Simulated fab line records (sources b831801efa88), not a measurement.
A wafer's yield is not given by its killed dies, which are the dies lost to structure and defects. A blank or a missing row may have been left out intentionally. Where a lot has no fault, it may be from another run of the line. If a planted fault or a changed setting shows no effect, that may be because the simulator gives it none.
Which of the tools did it? ; flow sky130 ; 33 wafers from 11 lots sampled at 3 of the route's 708 steps

## WHAT EACH GAUGE READ, for each wafer
SKY_POLY_GATE_THK_MEAS_01.
lot;measured;on;POLY_GATE_CVD_00_THK (nm)
L986;day 14 00:58;filmMetro-03;179.2 178.3 178.0
L987;day 14 08:20;filmMetro-03;177.8 177.7 177.4
L988;day 14 22:59;filmMetro-01;182.1 182.8 182.6
L989;day 14 22:59;filmMetro-02;180.7 180.3 180.2
L991;day 15 15:33;filmMetro-02;180.1 182.0 180.8
L994;day 17 03:43;filmMetro-02;177.5 176.6 178.3
L996;day 18 00:28;filmMetro-03;178.5 179.1 179.3
L999;day 18 22:19;filmMetro-03;191.5 189.5 190.6
L100;day 19 03:04;filmMetro-01;188.6 187.7 187.0
L101;day 19 11:49;filmMetro-01;190.0 188.6 189.7
L109;day 22 12:13;filmMetro-02;181.3 182.3 183.0

## WHAT TOOL EACH LOT RAN ON (gives the tool, then ch and the chambers of the sampled wafers, and finally the start)
lot;SKY_SONOS_ONO_ETCH_15;SKY_POLY_GATE_CVD_00
L986;rieDiel-04 ch 1,2,3, day 12 16:53;lpcvd-01 ch 1, day 13 23:45
L987;rieDiel-04 ch 0,1,3, day 12 23:44;lpcvd-01 ch 1, day 14 07:08
L988;rieDiel-01 ch 0,1,3, day 13 14:18;lpcvd-01 ch 0, day 14 21:47
L989;rieDiel-03 ch 2,3, day 13 15:26;lpcvd-01 ch 0, day 14 21:47
L991;rieDiel-03 ch 0,1,3, day 14 05:44;lpcvd-01 ch 0, day 15 13:45
L994;rieDiel-03 ch 0,2,3, day 15 13:09;lpcvd-01 ch 1, day 17 02:31
L996;rieDiel-01 ch 1,3, day 16 11:08;lpcvd-01 ch 1, day 17 23:15
L999;rieDiel-01 ch 0,1,3, day 17 08:17;lpcvd-01 ch 0, day 18 21:07
L100;rieDiel-01 ch 1,2,3, day 17 15:20;lpcvd-01 ch 0, day 19 01:52
L101;rieDiel-03 ch 0,2,3, day 17 23:27;lpcvd-01 ch 1, day 19 10:37
L109;rieDiel-04 ch 0,2,3, day 20 21:08;lpcvd-01 ch 0, day 22 11:01
- SKY_SONOS_ONO_ETCH_15: etches the open film in CHF3/O2, target depth 19.52 nm, time 7.8 s.
- SKY_POLY_GATE_CVD_00: deposits poly-Si, target thk 180 nm, time 720 s.

## THE ANSWER, worked out from the rows above alone
Rule: the lots themselves supply what counts as usual. Put in order of their means at a reading, lots are off if they are a third of the lots or fewer, leave a main group of 4 or more, and stand apart from it by a gap of 3 or more times the standard deviation of the main group's means; of several such gaps the widest counts. A main group is skipped when, at the precision printed for the reading in the tables above, its means are all equal. A lot without any number at a reading at which 4 lots or more have one is off too. All remaining lots with rows at the step are treated as sound.
No lot is off on any of the readings shown, so nothing can be concluded from this.

## WHAT HAD BEEN PUT IN BY THE SIMULATOR
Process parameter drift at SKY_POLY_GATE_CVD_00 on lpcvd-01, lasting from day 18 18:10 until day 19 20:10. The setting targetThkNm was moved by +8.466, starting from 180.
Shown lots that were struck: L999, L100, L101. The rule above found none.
